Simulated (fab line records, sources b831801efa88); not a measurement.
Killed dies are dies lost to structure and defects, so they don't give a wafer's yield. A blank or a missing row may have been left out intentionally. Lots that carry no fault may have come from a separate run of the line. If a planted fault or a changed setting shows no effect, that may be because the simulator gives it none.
fab line records :: flow sky130
record:
  lots: 6
  wafers: 18
  last-day: 49
route steps=708 shown LDD_HVP@283 LDD_LDN@289
lots untouched by any fault: they come from a run of this same line in which no faults occurred
start-h: start of the lot's first displayed wafer, in hours after the record's first day :: wait-h: how many hours have passed since the lot's step before this one :: " the same as in the row above :: L1.1+2: a row that stands for several wafers :: - value missing, or start not given :: * or withheld: withheld :: < > ~ a bound
route shown NAME@n: names a module that has steps shown in the file, with the first one's number in the route :: usual: average and standard deviation across the fault-free wafers :: same: alike in all rows :: chamber/n: place in a boat :: sites: readings site by site :: _std_site: the values' standard deviation :: _edge_site: the outer-site mean with the inner-site mean subtracted :: radius-mm: how far each site lies from the wafer's centre :: mask NAME#n: copy n :: behind: the most recent tool/chamber to have shaped the wafer :: hold: reason for holding the lot/hours on hold/outcome of the hold :: device: names the non-switching transistor (n, p or np) :: end of line: tests of these same wafers at the route's end :: a step with no rows: only its recipe :: killed: dies lost to structure and defects at the first sort, not the wafer's yield :: map: per-die view of a wafer (x killed, . not killed, _ where there is no die)
set.NAME: setting as actually run; set.NAME@STEP: the setting as run at that earlier step :: model.NAME: the simulator's own value behind a step, which no gauge read
lots at some steps of the route; a table a step, a row a wafer
services: when a tool's chamber went out of use (start-h, in hours from the record's first day, below 0 if earlier), for how many hours, and the reason
== steps ==
step: SKY_LDD_HVP_PEB_05
recipe:
  temp-c: withheld
  time-s: *
  resist: NOVOLAK
step: SKY_LDD_HVP_DEVELOP_06
recipe:
  resist: NOVOLAK
  developer: TMAH
  develop-time-s: 60
  dev-temp-c: 23
step: SKY_LDD_HVP_OVL_MEAS_07
usual:
  LDD_HVP_OVL: -0.6/1.4
lot.wafer: L342.1
tool: overlay-01
chamber: -
start-h: 486.91
wait-h: 0.1
LDD_HVP_OVL[nm]: 1.5

lot.wafer: L342.4
tool: overlay-01
chamber: -
start-h: 486.91
wait-h: 0.1
LDD_HVP_OVL[nm]: -0.6

lot.wafer: L342.6
tool: overlay-01
chamber: -
start-h: 486.91
wait-h: 0.1
LDD_HVP_OVL[nm]: 0.1

lot.wafer: L348.1
tool: overlay-01
chamber: -
start-h: 548.47
wait-h: 0.1
LDD_HVP_OVL[nm]: -1.9

lot.wafer: L348.3
tool: overlay-01
chamber: -
start-h: 548.47
wait-h: 0.1
LDD_HVP_OVL[nm]: -2.3

lot.wafer: L348.4
tool: overlay-01
chamber: -
start-h: 548.47
wait-h: 0.1
LDD_HVP_OVL[nm]: -1.5

lot.wafer: L352.1
tool: overlay-01
chamber: -
start-h: 588.36
wait-h: 0.1
LDD_HVP_OVL[nm]: -1.5

lot.wafer: L352.3
tool: overlay-01
chamber: -
start-h: 588.36
wait-h: 0.1
LDD_HVP_OVL[nm]: 0.2

lot.wafer: L352.6
tool: overlay-01
chamber: -
start-h: 588.36
wait-h: 0.1
LDD_HVP_OVL[nm]: -0.2

lot.wafer: L355.1
tool: overlay-01
chamber: -
start-h: 608.81
wait-h: 0.1
LDD_HVP_OVL[nm]: -0.7

lot.wafer: L355.2
tool: overlay-01
chamber: -
start-h: 608.81
wait-h: 0.1
LDD_HVP_OVL[nm]: -0.4

lot.wafer: L355.3
tool: overlay-01
chamber: -
start-h: 608.81
wait-h: 0.1
LDD_HVP_OVL[nm]: -1.9

lot.wafer: L359.2
tool: overlay-02
chamber: -
start-h: 634.21
wait-h: 0.1
LDD_HVP_OVL[nm]: -1.9

lot.wafer: L359.4
tool: overlay-02
chamber: -
start-h: 634.21
wait-h: 0.1
LDD_HVP_OVL[nm]: -0.2

lot.wafer: L359.6
tool: overlay-02
chamber: -
start-h: 634.21
wait-h: 0.1
LDD_HVP_OVL[nm]: -1.1

lot.wafer: L360.1
tool: overlay-01
chamber: -
start-h: 649.75
wait-h: 0.1
LDD_HVP_OVL[nm]: 3.6

lot.wafer: L360.5
tool: overlay-01
chamber: -
start-h: 649.75
wait-h: 0.1
LDD_HVP_OVL[nm]: -0.4

lot.wafer: L360.6
tool: overlay-01
chamber: -
start-h: 649.75
wait-h: 0.1
LDD_HVP_OVL[nm]: 2.3
step: SKY_LDD_HVP_IMPLANT_08
recipe:
  species: B
  energy-kev: 20
  dose-cm2: 1.7e+13
  tilt-deg: 17.9
step: SKY_LDD_HVP_STRIP_09
recipe:
  chemistry: O2/N2
  power-w: 1400
  pressure-mtorr: 1500
  platen-temp-c: withheld
  o2-flow-sccm: 3000
  n2-flow-sccm: 300
  overash-fraction: 0.5
usual:
  chamber-pressure-mTorr: 1500.0/1.3
  drypump-motor-current-A: 5.6/0.37
  oes-product-au: 0.409/0.0044
  strip-time-to-endpoint-s: 4.129/0.017
lot.wafer: L342.1
tool: plasma-asher-02
chamber: 0
start-h: 487.10
wait-h: 0.1
chamber-pressure-mTorr: 1499.0
drypump-motor-current-A: 5.7
oes-product-au: 0.410
rf-hours-counter-h: 81
strip-time-to-endpoint-s: 4.151

lot.wafer: L342.4
tool: plasma-asher-02
chamber: 1
start-h: 487.10
wait-h: 0.1
chamber-pressure-mTorr: 1502.6
drypump-motor-current-A: 5.8
oes-product-au: 0.403
rf-hours-counter-h: -
strip-time-to-endpoint-s: 4.141

lot.wafer: L342.6
tool: plasma-asher-02
chamber: 0
start-h: 487.10
wait-h: 0.1
chamber-pressure-mTorr: 1500.4
drypump-motor-current-A: 5.7
oes-product-au: 0.413
rf-hours-counter-h: -
strip-time-to-endpoint-s: 4.138

lot.wafer: L348.1
tool: plasma-asher-03
chamber: 0
start-h: 548.65
wait-h: 0.1
chamber-pressure-mTorr: 1501.9
drypump-motor-current-A: 6.1
oes-product-au: 0.401
rf-hours-counter-h: 41
strip-time-to-endpoint-s: 4.133

lot.wafer: L348.3
tool: plasma-asher-03
chamber: 0
start-h: 548.65
wait-h: 0.1
chamber-pressure-mTorr: 1498.0
drypump-motor-current-A: 6.1
oes-product-au: 0.407
rf-hours-counter-h: -
strip-time-to-endpoint-s: 4.142

lot.wafer: L348.4
tool: plasma-asher-03
chamber: 1
start-h: 548.65
wait-h: 0.1
chamber-pressure-mTorr: 1502.3
drypump-motor-current-A: 5.1
oes-product-au: 0.404
rf-hours-counter-h: -
strip-time-to-endpoint-s: 4.148

lot.wafer: L352.1
tool: plasma-asher-01
chamber: 1
start-h: 588.55
wait-h: 0.1
chamber-pressure-mTorr: 1501.0
drypump-motor-current-A: 5.0
oes-product-au: 0.407
rf-hours-counter-h: 15
strip-time-to-endpoint-s: 4.130

lot.wafer: L352.3
tool: plasma-asher-01
chamber: 0
start-h: 588.55
wait-h: 0.1
chamber-pressure-mTorr: 1498.7
drypump-motor-current-A: 5.6
oes-product-au: 0.405
rf-hours-counter-h: -
strip-time-to-endpoint-s: 4.112

lot.wafer: L352.6
tool: plasma-asher-01
chamber: 0
start-h: 588.55
wait-h: 0.1
chamber-pressure-mTorr: 1500.0
drypump-motor-current-A: 5.6
oes-product-au: 0.413
rf-hours-counter-h: -
strip-time-to-endpoint-s: 4.150

lot.wafer: L355.1
tool: plasma-asher-02
chamber: 1
start-h: 609.00
wait-h: 0.1
chamber-pressure-mTorr: 1498.6
drypump-motor-current-A: 5.8
oes-product-au: 0.407
rf-hours-counter-h: 93
strip-time-to-endpoint-s: 4.127

lot.wafer: L355.2
tool: plasma-asher-02
chamber: 0
start-h: 609.00
wait-h: 0.1
chamber-pressure-mTorr: 1500.6
drypump-motor-current-A: 5.7
oes-product-au: 0.408
rf-hours-counter-h: 93
strip-time-to-endpoint-s: 4.162

lot.wafer: L355.3
tool: plasma-asher-02
chamber: 1
start-h: 609.00
wait-h: 0.1
chamber-pressure-mTorr: 1500.4
drypump-motor-current-A: 5.7
oes-product-au: 0.411
rf-hours-counter-h: -
strip-time-to-endpoint-s: 4.151

lot.wafer: L359.2
tool: plasma-asher-01
chamber: 1
start-h: 634.39
wait-h: 0.1
chamber-pressure-mTorr: 1498.7
drypump-motor-current-A: 5.0
oes-product-au: 0.408
rf-hours-counter-h: 20
strip-time-to-endpoint-s: 4.130

lot.wafer: L359.4
tool: plasma-asher-01
chamber: 1
start-h: 634.39
wait-h: 0.1
chamber-pressure-mTorr: 1500.5
drypump-motor-current-A: 5.0
oes-product-au: 0.411
rf-hours-counter-h: -
strip-time-to-endpoint-s: 4.157

lot.wafer: L359.6
tool: plasma-asher-01
chamber: 1
start-h: 634.39
wait-h: 0.1
chamber-pressure-mTorr: 1500.5
drypump-motor-current-A: 4.9
oes-product-au: 0.406
rf-hours-counter-h: -
strip-time-to-endpoint-s: 4.156

lot.wafer: L360.1
tool: plasma-asher-02
chamber: 1
start-h: 649.94
wait-h: 0.1
chamber-pressure-mTorr: 1499.6
drypump-motor-current-A: 5.8
oes-product-au: 0.403
rf-hours-counter-h: 97
strip-time-to-endpoint-s: 4.120

lot.wafer: L360.5
tool: plasma-asher-02
chamber: 1
start-h: 649.94
wait-h: 0.1
chamber-pressure-mTorr: 1500.5
drypump-motor-current-A: 5.8
oes-product-au: 0.406
rf-hours-counter-h: -
strip-time-to-endpoint-s: 4.110

lot.wafer: L360.6
tool: plasma-asher-02
chamber: 0
start-h: 649.94
wait-h: 0.1
chamber-pressure-mTorr: 1499.7
drypump-motor-current-A: 5.7
oes-product-au: 0.412
rf-hours-counter-h: -
strip-time-to-endpoint-s: 4.138
step: SKY_LDD_HVP_TW_MEAS_10
usual:
  LDD_HVP_TW: 450/3.1
lot.wafer: L342.1
tool: film-metro-01
chamber: -
start-h: 487.20
wait-h: 0.1
LDD_HVP_TW: 448

lot.wafer: L342.4
tool: film-metro-01
chamber: -
start-h: 487.20
wait-h: 0.1
LDD_HVP_TW: 452

lot.wafer: L342.6
tool: film-metro-01
chamber: -
start-h: 487.20
wait-h: 0.1
LDD_HVP_TW: 450

lot.wafer: L348.1
tool: film-metro-02
chamber: -
start-h: 548.75
wait-h: 0.1
LDD_HVP_TW: 454

lot.wafer: L348.3
tool: film-metro-02
chamber: -
start-h: 548.75
wait-h: 0.1
LDD_HVP_TW: 455

lot.wafer: L348.4
tool: film-metro-02
chamber: -
start-h: 548.75
wait-h: 0.1
LDD_HVP_TW: 455

lot.wafer: L352.1
tool: film-metro-01
chamber: -
start-h: 588.65
wait-h: 0.1
LDD_HVP_TW: 449

lot.wafer: L352.3
tool: film-metro-01
chamber: -
start-h: 588.65
wait-h: 0.1
LDD_HVP_TW: 449

lot.wafer: L352.6
tool: film-metro-01
chamber: -
start-h: 588.65
wait-h: 0.1
LDD_HVP_TW: 451

lot.wafer: L355.1
tool: film-metro-04
chamber: -
start-h: 609.10
wait-h: 0.1
LDD_HVP_TW: 448

lot.wafer: L355.2
tool: film-metro-04
chamber: -
start-h: 609.10
wait-h: 0.1
LDD_HVP_TW: 449

lot.wafer: L355.3
tool: film-metro-04
chamber: -
start-h: 609.10
wait-h: 0.1
LDD_HVP_TW: 449

lot.wafer: L359.2
tool: film-metro-01
chamber: -
start-h: 634.50
wait-h: 0.1
LDD_HVP_TW: 456

lot.wafer: L359.4
tool: film-metro-01
chamber: -
start-h: 634.50
wait-h: 0.1
LDD_HVP_TW: 454

lot.wafer: L359.6
tool: film-metro-01
chamber: -
start-h: 634.50
wait-h: 0.1
LDD_HVP_TW: 452

lot.wafer: L360.1
tool: film-metro-04
chamber: -
start-h: 650.04
wait-h: 0.1
LDD_HVP_TW: 450

lot.wafer: L360.5
tool: film-metro-04
chamber: -
start-h: 650.04
wait-h: 0.1
LDD_HVP_TW: 451

lot.wafer: L360.6
tool: film-metro-04
chamber: -
start-h: 650.04
wait-h: 0.1
LDD_HVP_TW: 450
step: SKY_LDD_LDN_DEHYDRATE_00
recipe:
  temp-c: 200
  time-s: 60
step: SKY_LDD_LDN_HMDS_01
recipe:
  prime-time-s: 60
  prime-temp-c: 120
step: SKY_LDD_LDN_COAT_02
recipe:
  resist: NOVOLAK
  spin-rpm: 3000
  resist-thk-nm: 1140
step: SKY_LDD_LDN_SOFTBAKE_03
recipe:
  temp-c: 90
  time-s: 60
  resist: NOVOLAK
step: SKY_LDD_LDN_EXPOSE_04
recipe:
  mask-id: LDNTM
  na: 0.6
  source-shape: conventional
  sigma-outer: 0.6
  polarization: unpolarized
  target-cd-nm: 700
  dose-mj: 140
step: SKY_LDD_LDN_PEB_05
recipe:
  temp-c: withheld
  time-s: *
  resist: NOVOLAK
step: SKY_LDD_LDN_DEVELOP_06
recipe:
  resist: NOVOLAK
  developer: TMAH
  develop-time-s: 60
  dev-temp-c: 23
usual:
  chill-plate-temp-C: 23.02/0.098
  develop-time-s: 60/0
lot.wafer: L342.1
tool: litho-track-01
chamber: 0
start-h: 516.32
wait-h: 0.1
chill-plate-temp-C: 22.79
develop-time-s: 60

lot.wafer: L342.4
tool: litho-track-01
chamber: 0
start-h: 516.32
wait-h: 0.1
chill-plate-temp-C: 22.92
develop-time-s: 60

lot.wafer: L342.6
tool: litho-track-01
chamber: 0
start-h: 516.32
wait-h: 0.1
chill-plate-temp-C: 22.86
develop-time-s: 60

lot.wafer: L348.1
tool: litho-track-02
chamber: 0
start-h: 578.16
wait-h: 0.1
chill-plate-temp-C: 22.89
develop-time-s: 60

lot.wafer: L348.3
tool: litho-track-02
chamber: 0
start-h: 578.16
wait-h: 0.1
chill-plate-temp-C: 23.05
develop-time-s: 60

lot.wafer: L348.4
tool: litho-track-02
chamber: 0
start-h: 578.16
wait-h: 0.1
chill-plate-temp-C: 22.92
develop-time-s: 60

lot.wafer: L352.1
tool: litho-track-04
chamber: 0
start-h: 618.21
wait-h: 0.1
chill-plate-temp-C: 23.11
develop-time-s: 60

lot.wafer: L352.3
tool: litho-track-04
chamber: 0
start-h: 618.21
wait-h: 0.1
chill-plate-temp-C: 23.03
develop-time-s: 60

lot.wafer: L352.6
tool: litho-track-04
chamber: 0
start-h: 618.21
wait-h: 0.1
chill-plate-temp-C: 22.94
develop-time-s: 60

lot.wafer: L355.1
tool: litho-track-04
chamber: 0
start-h: 637.46
wait-h: 0.1
chill-plate-temp-C: 23.00
develop-time-s: 60

lot.wafer: L355.2
tool: litho-track-04
chamber: 0
start-h: 637.46
wait-h: 0.1
chill-plate-temp-C: 23.06
develop-time-s: 60

lot.wafer: L355.3
tool: litho-track-04
chamber: 0
start-h: 637.46
wait-h: 0.1
chill-plate-temp-C: 23.10
develop-time-s: 60

lot.wafer: L359.2
tool: litho-track-02
chamber: -
start-h: 662.58
wait-h: 0.1
chill-plate-temp-C: -
develop-time-s: -

lot.wafer: L359.4
tool: litho-track-02
chamber: -
start-h: 662.58
wait-h: 0.1
chill-plate-temp-C: -
develop-time-s: -

lot.wafer: L359.6
tool: litho-track-02
chamber: -
start-h: 662.58
wait-h: 0.1
chill-plate-temp-C: -
develop-time-s: -

lot.wafer: L360.1
tool: litho-track-04
chamber: -
start-h: 678.11
wait-h: 0.1
chill-plate-temp-C: -
develop-time-s: -

lot.wafer: L360.5
tool: litho-track-04
chamber: -
start-h: 678.11
wait-h: 0.1
chill-plate-temp-C: -
develop-time-s: -

lot.wafer: L360.6
tool: litho-track-04
chamber: -
start-h: 678.11
wait-h: 0.1
chill-plate-temp-C: -
develop-time-s: -
step: SKY_LDD_LDN_OVL_MEAS_07
usual:
  LDD_LDN_OVL: -1.4/1.4
lot.wafer: L342.1
tool: overlay-01
chamber: -
start-h: 516.47
wait-h: 0.1
LDD_LDN_OVL[nm]: -1.0

lot.wafer: L342.4
tool: overlay-01
chamber: -
start-h: 516.47
wait-h: 0.1
LDD_LDN_OVL[nm]: -1.1

lot.wafer: L342.6
tool: overlay-01
chamber: -
start-h: 516.47
wait-h: 0.1
LDD_LDN_OVL[nm]: -3.2

lot.wafer: L348.1
tool: overlay-02
chamber: -
start-h: 578.31
wait-h: 0.1
LDD_LDN_OVL[nm]: -0.2

lot.wafer: L348.3
tool: overlay-02
chamber: -
start-h: 578.31
wait-h: 0.1
LDD_LDN_OVL[nm]: -0.5

lot.wafer: L348.4
tool: overlay-02
chamber: -
start-h: 578.31
wait-h: 0.1
LDD_LDN_OVL[nm]: -1.0

lot.wafer: L352.1
tool: overlay-02
chamber: -
start-h: 618.36
wait-h: 0.1
LDD_LDN_OVL[nm]: 0.2

lot.wafer: L352.3
tool: overlay-02
chamber: -
start-h: 618.36
wait-h: 0.1
LDD_LDN_OVL[nm]: -2.4

lot.wafer: L352.6
tool: overlay-02
chamber: -
start-h: 618.36
wait-h: 0.1
LDD_LDN_OVL[nm]: -3.7

lot.wafer: L355.1
tool: overlay-01
chamber: -
start-h: 637.61
wait-h: 0.1
LDD_LDN_OVL[nm]: -0.6

lot.wafer: L355.2
tool: overlay-01
chamber: -
start-h: 637.61
wait-h: 0.1
LDD_LDN_OVL[nm]: -1.1

lot.wafer: L355.3
tool: overlay-01
chamber: -
start-h: 637.61
wait-h: 0.1
LDD_LDN_OVL[nm]: 0.4

lot.wafer: L359.2
tool: overlay-01
chamber: -
start-h: 662.72
wait-h: 0.1
LDD_LDN_OVL[nm]: -

lot.wafer: L359.4
tool: overlay-01
chamber: -
start-h: 662.72
wait-h: 0.1
LDD_LDN_OVL[nm]: -

lot.wafer: L359.6
tool: overlay-01
chamber: -
start-h: 662.72
wait-h: 0.1
LDD_LDN_OVL[nm]: -

lot.wafer: L360.1
tool: overlay-02
chamber: -
start-h: 678.26
wait-h: 0.1
LDD_LDN_OVL[nm]: -

lot.wafer: L360.5
tool: overlay-02
chamber: -
start-h: 678.26
wait-h: 0.1
LDD_LDN_OVL[nm]: -

lot.wafer: L360.6
tool: overlay-02
chamber: -
start-h: 678.26
wait-h: 0.1
LDD_LDN_OVL[nm]: -
== services ==
tool: litho-track-01
chamber: -
start-h: 481.92
hours: -
kind: consumable-replace:filter

tool: plasma-asher-02
chamber: -
start-h: 514.95
hours: 0.7
kind: repair

tool: litho-track-01
chamber: -
start-h: 594.04
hours: -
kind: consumable-replace:filter
== key ==
first-sign:
  step: SKY_LDD_LDN_DEVELOP_06
  reading: tool-record
  direction: missing
effect none on later readings
met-at SKY_LDD_LDN_DEVELOP_06
struck-wafers L359.2,L359.4,L359.6,L360.1,L360.5,L360.6
sort-left-out L359.2,L359.4,L359.6,L360.1,L360.5,L360.6
tester-left-out L359,L360
onset-between 637.46 662.58
fault:
  kind: skipped-step-whole
  tool: litho-track-02,litho-track-04
  chamber: -
  onset-h: 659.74
  steps: SKY_LDD_LDN_DEVELOP_06
  scope: struck-lots-only
tester-left-out: of these lots the tester's yield and bins aren't shown, on N5 and GAA mostly nor the transistor test; their killed dies are dies lost to structure and defects alone, not to doping, threshold or leakage, so they don't give the yield
sort-left-out: the simulated sort isn't trusted on such a fault, so these wafers' sort isn't shown, and their yield isn't known
